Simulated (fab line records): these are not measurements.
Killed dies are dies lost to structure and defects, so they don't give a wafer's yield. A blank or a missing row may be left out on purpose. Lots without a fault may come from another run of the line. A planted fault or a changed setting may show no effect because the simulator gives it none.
Problem report, 8D (eight disciplines) form, completed by code | flow sky130 | the parts of the form that need people (team, actions taken, sign-off) are left out

== 1. WHAT WENT WRONG ==
Mean PWDE_TW at SKY_PWDE_TW_MEAS_10: 402 over 6 wafers in 2 lots; fault-free wafers: 371, standard deviation 3.1. Measured from the usual mean, that is +10 standard deviations.
First observed at day 6 09:35: wafer L710.1, on film metro-04. Wafers with a number at this step in the record: 33, from 11 lots. The rule behind "out" and "out of limits": a value lying over 4 standard deviations away from the usual mean. The other wafers with a number count as sound.

== 2. WHAT IT IS, WHAT IT ISN'T ==
question                    | is                           | is not
which readings at this step | PWDE_TW                      | -
which lots                  | L710, L711                   | L699, L700, L701, L702, L714, L716, L717, L718, L720
which wafers of those lots  | all that have a number       | -
read on which gauges        | film metro-02, film metro-04 | film metro-01
when                        | from day 6 09:35             | up to then (12 sound wafers); but 15 sound wafers of L714, L716, L717, L718, L720 came after

== 3. WHAT RULES OUT EACH SUSPECT ==
Counting: a tool at any process step up to the reading remains a suspect when it ran all the lots that are out and ran no sound lot after the first of those.
- the gauge at SKY_PWDE_TW_MEAS_10: ruled out. 2 gauges (film metro-02, film metro-04) read the wafers that are out.
- implanter-04 at SKY_PWDE_IMPLANT_08: kept. It processed each lot that is out, first L710 at day 6 09:20, and no sound lot thereafter; up to then, the last sound lot it processed was L702 at day 4 20:47. Its own readings are out on those wafers: beam on s, end station pressure torr, faraday current uA.
After counting, what remains is implanter-04 at SKY_PWDE_IMPLANT_08.

== 4. THE CAUSE (what the simulator had put in) ==
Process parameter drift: implanter-04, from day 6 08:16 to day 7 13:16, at SKY_PWDE_IMPLANT_08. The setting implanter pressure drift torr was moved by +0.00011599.
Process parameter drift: implanter-04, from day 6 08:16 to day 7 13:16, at SKY_PWDE_IMPLANT_08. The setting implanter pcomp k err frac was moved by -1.
Counting left only this tool.

== 5. SEQUENCE OF EFFECTS, ordered by route ==
One row per reading whose mean, taken over the struck wafers that have a number, lies over 3 standard deviations from the usual. Only readings whose record carries a usual standard deviation are examined. hours: median over the lots of the time between each lot's start at the first step of this table that gives one and its start at this step. sigmas: the change, counted in usual standard deviations.
hours | step                 | reading                   | usual       | on struck wafers | change | sigmas
0     | SKY_PWDE_IMPLANT_08  | beam on s                 | 10.00 s     | 12.78            | +2.78  | +14
0     | SKY_PWDE_IMPLANT_08  | end station pressure torr | 5e-06 Torr  | 1e-04            | +1e-04 | +99 or more
0     | SKY_PWDE_IMPLANT_08  | faraday current uA        | 20.3        | 16.1             | -4.2   | -11
0     | SKY_PWDE_TW_MEAS_10  | PWDE_TW                   | 371         | 402              | +32    | +10
40    | SKY_NWELL_RS_MEAS_31 | PWDE_RS                   | 5274 ohm/sq | 4354             | -920   | -40
Process steps it contains:
- SKY_PWDE_IMPLANT_08
Later steps that measure or inspect, where all struck wafers having a row at the step show a number for every such reading and not one has moved that far: SKY_VT_ADJUST_LVTN_OVL_MEAS_18.

== 6. WHAT WOULD HAVE CAUGHT IT SOONER ==
In this record the first reading out of limits at a measuring or inspecting step was taken at day 6 09:35, 1 hour after the fault began at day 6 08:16.
The tool's own readings at SKY_PWDE_IMPLANT_08 were out on every struck wafer that the step has a row for (beam on s, end station pressure torr, faraday current uA): an alarm limit on them would have fired on the first of those.
Lots out: 2; of these, L711 started SKY_PWDE_IMPLANT_08 on implanter-04 after day 6 09:35. Holding the tool at that time would have saved it.
